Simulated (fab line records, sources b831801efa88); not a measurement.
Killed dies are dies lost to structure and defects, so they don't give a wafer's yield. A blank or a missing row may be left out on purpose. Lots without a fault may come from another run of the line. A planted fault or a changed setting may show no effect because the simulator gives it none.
Which tool did it? | flow sky130 | 10 lots, 30 wafers sampled, at 5 steps of a route of 708

WHAT THE GAUGES READ, wafer by wafer
SKY_CAPM_RS_MEAS_03: measures by four-point-probe. Usual: CAPM_TIN_RS 6.87 ohm/sq, standard deviation 0.074.
lot  | measured     | on            | CAPM_TIN_RS (ohm/sq) | flag
L532 | day 36 20:33 | film_metro-02 | 6.75 6.80 6.83       |
L533 | day 37 00:35 | film_metro-02 | 6.84 6.87 6.93       |
L539 | day 39 01:44 | film_metro-03 | 6.83 6.79 6.87       |
L540 | day 39 04:40 | film_metro-03 | 6.74 6.82 6.82       |
L545 | day 40 15:00 | film_metro-01 | 6.80 6.76 6.72       |
L546 | day 40 23:53 | film_metro-01 | 6.94 6.89 7.17       |
L549 | day 41 19:39 | film_metro-01 | 6.83 6.94 6.96       |
L552 | day 42 16:31 | film_metro-02 | 6.85 6.84 6.83       |
L553 | day 43 01:27 | film_metro-02 | 6.89 6.94 6.87       |
L554 | day 43 16:30 | film_metro-03 | 6.88 6.94 6.94       |

SKY_CAPM_THK_MEAS_04: measures by xrf. Usual: CAPM_TIN_THK 201.2 nm, standard deviation 2.3.
lot  | measured     | on            | CAPM_TIN_THK (nm) | flag
L532 | day 36 20:40 | film_metro-02 | 205.5 203.9 203.1 |
L533 | day 37 00:43 | film_metro-02 | 201.1 200.2 199.2 |
L539 | day 39 01:50 | film_metro-03 | 202.6 203.2 201.7 |
L540 | day 39 04:47 | film_metro-03 | 205.2 202.3 203.1 |
L545 | day 40 15:06 | film_metro-01 | 203.2 204.8 205.4 |
L546 | day 40 23:59 | film_metro-01 | 199.2 200.6 192.7 |
L549 | day 41 19:46 | film_metro-01 | 200.7 198.9 198.3 |
L552 | day 42 16:37 | film_metro-02 | 202.3 201.8 203.3 |
L553 | day 43 01:34 | film_metro-02 | 201.9 199.0 202.4 |
L554 | day 43 16:37 | film_metro-03 | 199.7 199.2 198.2 |

WHICH TOOL RAN EACH LOT (tool, then ch and the chambers of the sampled wafers, then the start)
lot  | SKY_METAL3_SPUTTER_03        | SKY_METAL3_SPUTTER_04        | SKY_CAPM_SPUTTER_02
L532 | pvd_sputter-04, day 36 20:16 | pvd_sputter-04, day 36 20:17 | pvd_sputter-03, day 36 20:25
L533 | pvd_sputter-03, day 37 00:20 | pvd_sputter-03, day 37 00:21 | pvd_sputter-04, day 37 00:29
L539 | pvd_sputter-04, day 39 01:25 | pvd_sputter-04, day 39 01:26 | pvd_sputter-02, day 39 01:34
L540 | pvd_sputter-03, day 39 04:24 | pvd_sputter-03, day 39 04:25 | pvd_sputter-02, day 39 04:33
L545 | pvd_sputter-03, day 40 14:42 | pvd_sputter-03, day 40 14:43 | pvd_sputter-04, day 40 14:51
L546 | pvd_sputter-03, day 40 23:35 | pvd_sputter-03, day 40 23:36 | pvd_sputter-02, day 40 23:44
L549 | pvd_sputter-04, day 41 19:23 | pvd_sputter-04, day 41 19:25 | pvd_sputter-03, day 41 19:32
L552 | pvd_sputter-03, day 42 16:13 | pvd_sputter-03, day 42 16:14 | pvd_sputter-04, day 42 16:23
L553 | pvd_sputter-01, day 43 01:11 | pvd_sputter-01, day 43 01:11 | pvd_sputter-03, day 43 01:20
L554 | pvd_sputter-01, day 43 16:13 | pvd_sputter-01, day 43 16:13 | pvd_sputter-03, day 43 16:22
- SKY_METAL3_SPUTTER_03: material Ti, target thk 5 nm, time 3.3 s.
- SKY_METAL3_SPUTTER_04: material TiN, target thk 70 nm, time 58.3 s.
- SKY_CAPM_SPUTTER_02: material TiN, target thk 200 nm, time 166.7 s.

WHAT THE TOOLS THEMSELVES READ (means of the sampled wafers that have a number; where no wafer has one, the mark that the record gives instead)
SKY_METAL3_SPUTTER_03. Usual: throttle_valve_pct 29.9 %, standard deviation 1.1.
lot  | tool           | throttle_valve_pct (%) | flag
L532 | pvd_sputter-04 | 30.2                   |
L533 | pvd_sputter-03 | 30.3                   |
L539 | pvd_sputter-04 | 30.5                   |
L540 | pvd_sputter-03 | 30.7                   |
L545 | pvd_sputter-03 | 30.3                   |
L546 | pvd_sputter-03 | 30.3                   |
L549 | pvd_sputter-04 | 29.7                   |
L552 | pvd_sputter-03 | 30.5                   |
L553 | pvd_sputter-01 | 28.5                   |
L554 | pvd_sputter-01 | 28.6                   |

SKY_METAL3_SPUTTER_04. Usual: throttle_valve_pct 29.9 %, standard deviation 1.1.
lot  | tool           | throttle_valve_pct (%) | flag
L532 | pvd_sputter-04 | 30.4                   |
L533 | pvd_sputter-03 | 30.4                   |
L539 | pvd_sputter-04 | 30.5                   |
L540 | pvd_sputter-03 | 30.6                   |
L545 | pvd_sputter-03 | 30.2                   |
L546 | pvd_sputter-03 | 30.5                   |
L549 | pvd_sputter-04 | 29.8                   |
L552 | pvd_sputter-03 | 30.4                   |
L553 | pvd_sputter-01 | 28.4                   |
L554 | pvd_sputter-01 | 28.6                   |

SKY_CAPM_SPUTTER_02. Usual: throttle_valve_pct 30.3 %, standard deviation 0.79.
lot  | tool           | throttle_valve_pct (%) | flag
L532 | pvd_sputter-03 | 30.2                   |
L533 | pvd_sputter-04 | 30.6                   |
L539 | pvd_sputter-02 | 30.1                   |
L540 | pvd_sputter-02 | 30.1                   |
L545 | pvd_sputter-04 | 30.6                   |
L546 | pvd_sputter-02 | 30.3                   |
L549 | pvd_sputter-03 | 30.3                   |
L552 | pvd_sputter-04 | 29.4                   |
L553 | pvd_sputter-03 | 30.1                   |
L554 | pvd_sputter-03 | 30.7                   |

THE ANSWER, worked out from the rows above alone
Rule: a lot is off if the mean of its wafers that have a number lies more than 3 standard deviations from the usual mean. A lot without any number at a reading at which 4 lots or more have one is off too. The other lots that the step has rows for count as sound. The gauges are gone through in route order, then the tools' own readings, and for those a lot's mean is taken as printed above. The first step at which some lot is off is used, and at that step the reading that is off furthest; a lot without a number counts as furthest.
No lot is off at any reading shown: from this, nothing can be told.

WHAT THE SIMULATOR HAD PUT IN
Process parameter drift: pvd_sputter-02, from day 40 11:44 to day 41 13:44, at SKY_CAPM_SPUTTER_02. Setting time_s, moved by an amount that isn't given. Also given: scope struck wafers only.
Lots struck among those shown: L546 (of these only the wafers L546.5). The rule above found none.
